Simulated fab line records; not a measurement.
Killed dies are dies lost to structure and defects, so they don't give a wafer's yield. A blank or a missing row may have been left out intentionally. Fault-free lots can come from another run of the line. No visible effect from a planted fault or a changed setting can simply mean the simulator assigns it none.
Which tool did it? | flow gf180mcu | Sampling: 13 lots, 39 wafers, 4 of 602 route steps

== WHAT THE GAUGES SHOWED, per wafer ==
GF_V5_THK_MEAS_25: measures by xrf. Usual: V5_W_THK 359 nm, standard deviation 6.6.
lot  | measured     | on           | V5_W_THK (nm) | flag
L674 | day 27 23:10 | filmMetro-01 | 356 361 370   | 
L675 | day 28 00:01 | filmMetro-03 | 366 346 353   | 
L676 | day 28 08:17 | filmMetro-02 | 347 356 344   | 
L677 | day 28 20:25 | filmMetro-03 | 351 367 356   | 
L682 | day 30 03:40 | filmMetro-03 | 348 350 349   | 
L683 | day 30 06:45 | filmMetro-01 | 360 358 362   | 
L685 | day 31 07:02 | filmMetro-01 | 362 361 372   | 
L687 | day 31 15:03 | filmMetro-02 | 361 358 361   | 
L688 | day 31 20:01 | filmMetro-03 | 348 355 351   | 
L689 | day 32 01:45 | filmMetro-02 | 367 360 365   | 
L691 | day 32 21:47 | filmMetro-02 | 365 364 360   | 
L694 | day 33 06:16 | filmMetro-02 | 355 354 364   | 
L697 | day 33 18:10 | filmMetro-01 | 365 366 367   | 

== TOOL THAT RAN EACH LOT (tool first, then ch and the chambers of the sampled wafers, then the start) ==
lot  | GF_M4_SPUTTER_00            | GF_MIM_SPUTTER_03           | GF_MIM_SPUTTER_08
L674 | pvdSputter-04, day 23 01:40 | pvdSputter-03, day 25 05:44 | pvdSputter-03, day 25 05:56
L675 | pvdSputter-01, day 23 06:19 | pvdSputter-03, day 25 06:21 | pvdSputter-03, day 25 06:33
L676 | pvdSputter-01, day 23 16:28 | pvdSputter-03, day 25 13:56 | pvdSputter-02, day 25 14:08
L677 | pvdSputter-03, day 24 04:33 | pvdSputter-02, day 26 04:12 | pvdSputter-01, day 26 04:24
L682 | pvdSputter-03, day 25 15:47 | pvdSputter-01, day 27 12:43 | pvdSputter-02, day 27 12:54
L683 | pvdSputter-04, day 25 20:20 | pvdSputter-01, day 27 16:37 | pvdSputter-02, day 27 16:48
L685 | pvdSputter-04, day 27 00:14 | pvdSputter-03, day 28 18:58 | pvdSputter-02, day 28 19:09
L687 | pvdSputter-03, day 27 08:32 | pvdSputter-03, day 29 03:46 | pvdSputter-02, day 29 03:57
L688 | pvdSputter-03, day 27 15:39 | pvdSputter-02, day 29 10:07 | pvdSputter-01, day 29 10:19
L689 | pvdSputter-03, day 27 21:26 | pvdSputter-01, day 29 15:37 | pvdSputter-02, day 29 15:49
L691 | pvdSputter-01, day 28 19:35 | pvdSputter-03, day 30 13:32 | pvdSputter-01, day 30 13:44
L694 | pvdSputter-04, day 29 05:16 | pvdSputter-02, day 30 23:22 | pvdSputter-01, day 30 23:34
L697 | pvdSputter-03, day 29 20:52 | pvdSputter-01, day 31 12:46 | pvdSputter-03, day 31 12:57
- GF_M4_SPUTTER_00: material Ti, target thk 37.5 nm, time 150 s.
- GF_MIM_SPUTTER_03: material Ti, target thk 10 nm, time 6.7 s.
- GF_MIM_SPUTTER_08: material AlCu, target thk 200 nm, time 10.6 s.

== AS READ BY THE TOOLS THEMSELVES (means over the sampled wafers that have a number; for cases with no such wafer, the mark the record gives instead) ==
GF_M4_SPUTTER_00. Usual: substrateTempC 199.99 C, standard deviation 0.16; throttleValvePct 30.6 %, standard deviation 1.2.
lot  | tool          | substrateTempC (C) | throttleValvePct (%) | flag
L674 | pvdSputter-04 | 199.99             | 30.8                 | 
L675 | pvdSputter-01 | 200.18             | 30.4                 | 
L676 | pvdSputter-01 | 199.91             | 29.9                 | 
L677 | pvdSputter-03 | 199.85             | 30.4                 | 
L682 | pvdSputter-03 | 199.90             | 30.4                 | 
L683 | pvdSputter-04 | 199.95             | 29.9                 | 
L685 | pvdSputter-04 | 200.02             | 29.8                 | 
L687 | pvdSputter-03 | 200.13             | 30.5                 | 
L688 | pvdSputter-03 | 199.98             | 30.6                 | 
L689 | pvdSputter-03 | 200.04             | 30.6                 | 
L691 | pvdSputter-01 | 199.92             | 30.3                 | 
L694 | pvdSputter-04 | 200.03             | 32.0                 | 
L697 | pvdSputter-03 | 199.94             | 30.5                 | 

GF_MIM_SPUTTER_03. Usual: substrateTempC 299.99 C, standard deviation 0.17; throttleValvePct 30.1 %, standard deviation 0.88.
lot  | tool          | substrateTempC (C) | throttleValvePct (%) | flag
L674 | pvdSputter-03 | 300.20             | 30.6                 | 
L675 | pvdSputter-03 | 299.97             | 30.4                 | 
L676 | pvdSputter-03 | 299.95             | 30.3                 | 
L677 | pvdSputter-02 | 299.99             | 29.4                 | 
L682 | pvdSputter-01 | 299.82             | 30.2                 | 
L683 | pvdSputter-01 | 300.12             | 30.1                 | 
L685 | pvdSputter-03 | 299.92             | 30.5                 | 
L687 | pvdSputter-03 | 300.03             | 30.4                 | 
L688 | pvdSputter-02 | 299.98             | 29.0                 | 
L689 | pvdSputter-01 | 299.92             | 30.3                 | 
L691 | pvdSputter-03 | 300.09             | 30.5                 | 
L694 | pvdSputter-02 | 300.18             | 29.7                 | 
L697 | pvdSputter-01 | 300.03             | 30.3                 | 

GF_MIM_SPUTTER_08. Usual: throttleValvePct 30.0 %, standard deviation 0.9.
lot  | tool          | throttleValvePct (%) | flag
L674 | pvdSputter-03 | 30.7                 | 
L675 | pvdSputter-03 | 30.3                 | 
L676 | pvdSputter-02 | 28.8                 | 
L677 | pvdSputter-01 | 30.2                 | 
L682 | pvdSputter-02 | 29.4                 | 
L683 | pvdSputter-02 | 29.3                 | 
L685 | pvdSputter-02 | 29.5                 | 
L687 | pvdSputter-02 | 29.2                 | 
L688 | pvdSputter-01 | 30.4                 | 
L689 | pvdSputter-02 | 28.9                 | 
L691 | pvdSputter-01 | 30.3                 | 
L694 | pvdSputter-01 | 30.7                 | 
L697 | pvdSputter-03 | 30.7                 | 

== THE ANSWER, worked out from the rows above alone ==
Rule: lot off if the mean of its wafers having a number is beyond 3 standard deviations from the usual mean. A lot without any number at a reading at which 4 lots or more have one is off too. Where the step has rows for the other lots, those lots are counted as sound. The gauges are gone through in route order, then the tools' own readings, and for those a lot's mean is taken as printed above. At the first step where some lot is off, the reading lying furthest off is the one used; lots without a number count as furthest.
No lot is off at any reading shown: from this, nothing can be told.

== WHAT THE SIMULATOR PUT IN ==
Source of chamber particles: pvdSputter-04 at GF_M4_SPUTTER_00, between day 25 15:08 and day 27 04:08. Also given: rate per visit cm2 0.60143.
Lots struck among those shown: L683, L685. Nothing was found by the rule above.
